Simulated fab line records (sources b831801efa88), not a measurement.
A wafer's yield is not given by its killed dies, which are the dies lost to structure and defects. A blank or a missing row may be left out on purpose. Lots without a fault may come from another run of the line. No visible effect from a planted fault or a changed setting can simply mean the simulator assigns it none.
fab line records	flow gf180mcu
record lots=5	wafers=15	lastDay=34
route steps=602 shown V1@361 M2@362
lots that met no fault: taken from a fault-free run of the same line
startH: hours from the record's opening day to when the first of the lot's shown wafers began	waitH: hours elapsed since this lot's preceding step	" unchanged from the row above	L1.1+2: a single row standing in for several wafers	- no value present, or no start provided	* or withheld: withheld	< > ~ a bound
route shown NAME@n: a module of which the file shows steps, and the number in the route of the first	usual: mean/standard deviation taken from wafers without a fault	same: alike in all rows	chamber/n: place in a boat	sites: readings site by site	_std_site: their standard deviation	_edge_site: the outer-site mean with the inner-site mean subtracted	radiusMm: for every site, how far away it sits from the centre of the wafer	mask NAME#n: copy n	behind: the most recent tool/chamber to have shaped the wafer	hold: what put the lot on hold/how long, in hours/how the hold closed	device: the transistor (n, p or np) that didn't switch	end of line: the tests these same wafers got at the end of their route	step lacking rows: just its recipe	killed: count of dies lost to structure and defects at first sort (not the wafer's yield)	map: shows each die of a wafer: x if killed, . if not, _ if none is there
set.NAME: the setting as run; set.NAME@STEP: as run at that earlier step	model.NAME: the simulator's own value behind a step, which no gauge read
certain route steps with their lots: each step a table, each wafer a row
services: the hour from which a tool's chamber was out of use, counted from the record's first day as startH (under 0 if before that day), plus the number of hours and why
## steps
# step GF_V1_CMP_26
# recipe stopOn=SiO2	downForcePsi=3.5	platenRpm=60	tOverpolishS=15	targetThkNm=0	padVelocityMS=0.94248
# usual edgeZonePressureFrac=1.000/0.0047	motorCurrentA=11.5/1	overpolishRunS=15.001/0.0086	slurryFlowMlMin=150.1/0.49	timeToEndpointS=83/3.1
lot.wafer	tool	chamber	startH	waitH	edgeZonePressureFrac	motorCurrentA	overpolishRunS	slurryFlowMlMin	timeToEndpointS
L511.3	cmp-01	3	422.28	0.0	1.013	12.2	15.002	150.9	83
L511.2	"	0	"	"	0.997	9.9	14.997	148.9	88
L511.6	"	0	"	"	1.002	10.6	14.984	149.7	87
L516.3	cmp-01	0	468.73	0.1	1.000	10.1	15.012	149.9	81
L516.1	"	1	"	"	1.001	10.4	15.002	150.0	83
L516.6	"	3	"	"	1.000	12.4	14.996	150.1	80
L520.1	cmp-01	3	506.30	0.1	0.999	12.2	14.988	150.3	81
L520.2	"	0	"	"	1.006	9.9	15.014	150.1	87
L520.4	"	1	"	"	1.002	10.7	15.012	149.8	85
L530.1	cmp-02	3	578.67	0.1	1.002	11.9	14.998	151.0	91
L530.6	"	2	"	"	1.002	12.5	14.996	149.8	86
L530.5	"	3	"	"	0.999	11.5	14.986	150.5	90
L532.2	cmp-01	0	597.43	0.0	0.996	10.5	15.000	149.5	84
L532.1	"	1	"	"	1.001	10.5	14.999	150.1	85
L532.5	"	1	"	"	0.992	10.1	14.997	150.1	86
# step GF_M2_SPUTTER_00
# recipe material=Ti	targetThkNm=37.5	arrivingIonEnergyEv=80	substrateTempC=200	chamberPressurePa=2	powerW=4000	timeS=150
# usual throttleValvePct=30.3/1.4
lot.wafer	tool	chamber	startH	waitH	throttleValvePct
L511.2	pvdSputter-03	-	422.58	0.2	29.5
L511.3	"	-	"	"	30.5
L511.6	"	-	"	"	30.5
L516.1	pvdSputter-04	-	468.98	0.1	29.4
L516.3	"	-	"	"	31.9
L516.6	"	-	"	"	29.6
L520.1	pvdSputter-02	-	506.55	0.2	30.9
L520.2	"	-	"	"	30.5
L520.4	"	-	"	"	31.1
L530.1	pvdSputter-04	-	578.92	0.2	31.7
L530.5	"	-	"	"	31.7
L530.6	"	-	"	"	31.7
L532.1	pvdSputter-04	-	597.73	0.2	30.5
L532.2	"	-	"	"	31.9
L532.5	"	-	"	"	29.9
# step GF_M2_SPUTTER_01
# recipe material=TiN	targetThkNm=30	powerW=6500	timeS=25	chamberPressurePa=0.4
# usual throttleValvePct=30.3/1.4
lot.wafer	tool	chamber	startH	waitH	throttleValvePct
L511.2	pvdSputter-03	-	422.68	0.1	29.9
L511.3	"	-	"	"	30.3
L511.6	"	-	"	"	30.6
L516.1	pvdSputter-04	-	469.08	0.1	29.5
L516.3	"	-	"	"	31.6
L516.6	"	-	"	"	29.4
L520.1	pvdSputter-02	-	506.65	0.1	31.2
L520.2	"	-	"	"	30.9
L520.4	"	-	"	"	31.1
L530.1	pvdSputter-04	-	579.02	0.1	31.8
L530.5	"	-	"	"	31.4
L530.6	"	-	"	"	31.9
L532.1	pvdSputter-04	-	597.83	0.1	30.5
L532.2	"	-	"	"	31.6
L532.5	"	-	"	"	29.6
# step GF_M2_SPUTTER_02
# recipe material=AlCu	targetThkNm=450	powerW=10600	timeS=23.9	chamberPressurePa=0.4
# usual throttleValvePct=30.3/1.5
lot.wafer	tool	chamber	startH	waitH	throttleValvePct
L511.2	pvdSputter-03	-	422.71	0.0	29.7
L511.3	"	-	"	"	30.4
L511.6	"	-	"	"	30.6
L516.1	pvdSputter-04	-	469.11	0.0	29.8
L516.3	"	-	"	"	31.7
L516.6	"	-	"	"	30.0
L520.1	pvdSputter-02	-	506.69	0.0	31.4
L520.2	"	-	"	"	30.7
L520.4	"	-	"	"	31.1
L530.1	pvdSputter-04	-	579.05	0.0	31.9
L530.5	"	-	"	"	31.6
L530.6	"	-	"	"	31.8
L532.1	pvdSputter-04	-	597.86	0.0	30.7
L532.2	"	-	"	"	31.8
L532.5	"	-	"	"	29.7
# step GF_M2_SPUTTER_03
# recipe material=Ti	targetThkNm=10	substrateTempC=300	chamberPressurePa=0.3	powerW=3000	timeS=6.7
# step GF_M2_SPUTTER_04
# recipe material=TiN	targetThkNm=50	powerW=6500	timeS=42.94	chamberPressurePa=0.4
# usual throttleValvePct=30.3/1.4
lot.wafer	tool	chamber	startH	waitH	throttleValvePct
L511.2	pvdSputter-03	-	422.76	0.0	29.5
L511.3	"	-	"	"	30.5
L511.6	"	-	"	"	30.4
L516.1	pvdSputter-04	-	469.16	0.0	29.7
L516.3	"	-	"	"	31.9
L516.6	"	-	"	"	29.6
L520.1	pvdSputter-02	-	506.74	0.0	31.4
L520.2	"	-	"	"	30.8
L520.4	"	-	"	"	31.1
L530.1	pvdSputter-04	-	579.10	0.0	31.8
L530.5	"	-	"	"	31.5
L530.6	"	-	"	"	32.0
L532.1	pvdSputter-04	-	597.91	0.0	30.5
L532.2	"	-	"	"	31.7
L532.5	"	-	"	"	29.7
# step GF_M2_RS_MEAS_05
# recipe thkMeasGauge=four-point-probe	reads=TiN_of_M2_SPUTTER_04+Ti_of_M2_SPUTTER_03+AlCu_of_M2_SPUTTER_02+TiN_of_M2_SPUTTER_01+Ti_of_M2_SPUTTER_00
# usual M2_ALCU_RS=0.0695/0.00091
lot.wafer	tool	chamber	startH	waitH	M2_ALCU_RS[ohm/sq]
L511.2	filmMetro-04	-	422.82	0.0	0.0705
L511.3	"	-	"	"	0.0705
L511.6	"	-	"	"	0.0700
L516.1	filmMetro-04	-	469.20	0.0	0.0686
L516.3	"	-	"	"	0.0678
L516.6	"	-	"	"	0.0685
L520.1	filmMetro-04	-	506.78	0.0	0.0701
L520.2	"	-	"	"	0.0703
L520.4	"	-	"	"	0.0699
L530.1	filmMetro-03	-	579.14	0.0	0.0672
L530.5	"	-	"	"	0.0699
L530.6	"	-	"	"	0.0676
L532.1	filmMetro-03	-	597.95	0.0	0.0680
L532.2	"	-	"	"	0.0670
L532.5	"	-	"	"	0.0690
# step GF_M2_THK_MEAS_06
# recipe thkMeasGauge=xrf	reads=AlCu_of_M2_SPUTTER_02
# usual M2_ALCU_THK=450/6
lot.wafer	tool	chamber	startH	waitH	M2_ALCU_THK[nm]
L511.2	filmMetro-04	-	422.93	0.1	443
L511.3	"	-	"	"	446
L511.6	"	-	"	"	445
L516.1	filmMetro-04	-	469.32	0.1	457
L516.3	"	-	"	"	461
L516.6	"	-	"	"	459
L520.1	filmMetro-04	-	506.90	0.1	447
L520.2	"	-	"	"	446
L520.4	"	-	"	"	448
L530.1	filmMetro-03	-	579.26	0.1	465
L530.5	"	-	"	"	448
L530.6	"	-	"	"	464
L532.1	filmMetro-03	-	598.07	0.1	461
L532.2	"	-	"	"	467
L532.5	"	-	"	"	454
# step GF_M2_DEHYDRATE_07
# recipe tempC=200	timeS=60
# step GF_M2_HMDS_08
# recipe primeTimeS=60	primeTempC=120
# step GF_M2_COAT_09
# recipe resist=KrF	spinRpm=withheld	resistThkNm=1000
# step GF_M2_SOFTBAKE_10
# recipe tempC=130	timeS=60	resist=KrF
# step GF_M2_EXPOSE_11
# recipe maskId=Metal2	targetCdNm=280	na=0.68	sourceShape=conventional	sigmaOuter=0.6	doseMj=28
# usual exposureDoseMJCm2=28.11/0.16
lot.wafer	tool	chamber	startH	waitH	mask	exposureDoseMJCm2
L511.2	krfScanner-02	0	434.93	-	Metal2#0	27.97
L511.3	"	0	"	"	Metal2#0	27.97
L511.6	"	0	"	"	Metal2#0	27.99
L516.1	krfScanner-01	0	481.60	-	Metal2#0	28.25
L516.3	"	0	"	"	Metal2#0	28.25
L516.6	"	0	"	"	Metal2#0	28.28
L520.1	krfScanner-01	0	517.97	-	Metal2#0	27.39
L520.2	"	0	"	"	Metal2#0	27.35
L520.4	"	0	"	"	Metal2#0	27.34
L530.1	krfScanner-02	0	590.46	-	Metal2#0	27.98
L530.5	"	0	"	"	Metal2#0	27.91
L530.6	"	0	"	"	Metal2#0	27.93
L532.1	krfScanner-02	0	609.09	-	Metal2#0	27.95
L532.2	"	0	"	"	Metal2#0	27.96
L532.5	"	0	"	"	Metal2#0	27.98
# step GF_M2_PEB_12
# recipe pebTempC=135	pebTimeS=90	resist=KrF
# step GF_M2_DEVELOP_13
# recipe developTimeS=60	devTempC=21
# step GF_M2_CD_MEAS_14
# recipe targetCdNm=280
# usual cdNm=279.9/1.1
lot.wafer	tool	chamber	startH	waitH	cdNm
L511.2	cdSem-02	-	447.19	0.1	279.7
L511.3	"	-	"	"	279.8
L511.6	"	-	"	"	279.2
L516.1	cdSem-01	-	493.01	0.1	279.9
L516.3	"	-	"	"	280.8
L516.6	"	-	"	"	278.5
L520.1	cdSem-01	-	529.76	0.1	285.6
L520.2	"	-	"	"	285.4
L520.4	"	-	"	"	284.9
L530.1	cdSem-02	-	600.42	0.1	277.8
L530.5	"	-	"	"	277.7
L530.6	"	-	"	"	279.0
L532.1	cdSem-01	-	618.61	0.1	280.3
L532.2	"	-	"	"	282.0
L532.5	"	-	"	"	282.0
# step GF_M2_OVL_MEAS_15
# usual M2_OVL=-3/6.1
lot.wafer	tool	chamber	startH	waitH	M2_OVL[nm]
L511.2	overlay-01	-	447.30	0.1	-8
L511.3	"	-	"	"	-3
L511.6	"	-	"	"	-15
L516.1	overlay-02	-	493.13	0.1	12
L516.3	"	-	"	"	9
L516.6	"	-	"	"	-2
L520.1	overlay-01	-	529.88	0.1	8
L520.2	"	-	"	"	0
L520.4	"	-	"	"	7
L530.1	overlay-02	-	600.54	0.1	-6
L530.5	"	-	"	"	-7
L530.6	"	-	"	"	3
L532.1	overlay-01	-	618.73	0.1	4
L532.2	"	-	"	"	-7
L532.5	"	-	"	"	1
# step GF_M2_METAL_ETCH_16
# recipe chemistry=Cl2/BCl3	maskMaterial=KrF	targetDepthNm=750.8	stopOn=SiO2	pressureMtorr=8	icpW=800	biasW=140	Cl2_flow_sccm=80	bcl3FlowSccm=40	timeS=125.1
# usual drypumpMotorCurrentA=5.9/0.54	oesProductAu=0.991/0.0068	throttleValvePct=28.229/0.0097
lot.wafer	tool	chamber	startH	waitH	drypumpMotorCurrentA	oesProductAu	rfHoursCounterH	throttleValvePct	model.M2.cdNm
L511.2	rieMetal-03	1	447.33	0.0	5.6	0.992	6	28.233	280.6
L511.3	"	0	"	"	6.8	0.989	-	28.233	278.6
L511.6	"	0	"	"	6.8	0.996	-	28.225	281.4
L516.1	rieMetal-02	0	493.17	0.0	6.4	0.996	0	28.205	276.2
L516.3	"	0	"	"	6.4	0.994	-	28.234	275.7
L516.6	"	0	"	"	6.4	1.004	-	28.241	276.3
L520.1	rieMetal-02	0	529.92	0.0	6.4	0.983	2	28.235	285.5
L520.2	"	1	"	"	5.2	0.987	11	28.215	284.2
L520.4	"	0	"	"	6.4	0.988	-	28.226	286.1
L530.1	rieMetal-01	0	600.58	0.0	5.6	0.993	1	28.218	280.7
L530.5	"	0	"	"	5.6	0.994	-	28.237	280.2
L530.6	"	1	"	"	5.7	0.973	-	28.261	278.3
L532.1	rieMetal-01	0	618.77	0.0	5.6	0.997	1	28.214	280.3
L532.2	"	1	"	"	5.7	0.988	9	28.236	283.7
L532.5	"	1	"	"	5.7	0.978	-	28.239	283.9
# step GF_M2_STRIP_17
# recipe chemistry=O2/N2	powerW=1400	pressureMtorr=1500	platenTempC=250	o2FlowSccm=3000	n2FlowSccm=300	overashFraction=0.5
## services
tool	chamber	startH	hours	kind
cmp-01	-	404.18	4.0	pm
cmp-01	-	410.66	2.5	repair
krfScanner-02	-	415.11	4.0	pm
krfScanner-01	-	430.74	6.9	repair
krfScanner-01	-	435.33	0.5	repair
krfScanner-02	-	437.68	3.6	pm
cmp-01	-	451.12	1.4	repair
krfScanner-01	-	459.89	1.3	pm
krfScanner-02	-	463.54	0.8	pm
pvdSputter-02	-	477.59	2.3	repair
krfScanner-01	-	485.43	0.8	pm
rieMetal-02	0	486.49	1.7	repair
pvdSputter-02	-	488.66	2.4	repair
cmp-01	-	491.79	2.1	repair
rieMetal-01	-	492.47	0.2	repair
rieMetal-02	1	493.47	20.5	repair
cmp-01	-	500.02	3.5	pm
krfScanner-02	-	517.89	0.4	repair
pvdSputter-02	-	522.56	5.2	repair
pvdSputter-04	-	541.07	0.5	repair
krfScanner-02	-	550.31	1.0	pm
krfScanner-02	-	566.50	1.3	pm
cmp-01	-	578.35	1.0	repair
krfScanner-02	-	591.22	1.4	repair
## key
firstSign step=GF_M2_EXPOSE_11	reading=exposureDoseMJCm2	direction=down	sigmas=4.7	usual=28.11	struck=27.36
effect step=GF_M2_CD_MEAS_14	reading=cdNm	direction=up	sigmas=4.9	usual=279.9	struck=285.3	through=controlLoop
modelEffect step=GF_M2_METAL_ETCH_16	value=M2.cdNm	without=280.3	struck=285.3
metAt GF_M2_EXPOSE_11
struckWafers L520.1,L520.2,L520.4
sortLeftOut L520.1,L520.2,L520.4
loopTrim step=GF_M2_EXPOSE_11	setting=dose	lots=L520
onsetBetween 481.60 517.97
fault kind=processParameterDrift	tool=krfScanner-01	chamber=-	onsetH=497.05	steps=GF_M2_EXPOSE_11	channel=doseMj	offset=-1.1301	shape=step	actsIn=theseRecipesOnly	stated=28
# sortLeftOut: the simulated sort isn't trusted on such a fault, so these wafers' sort isn't shown, and their yield isn't known
# loopTrim: a control loop set the setting to another value than it would have without faults
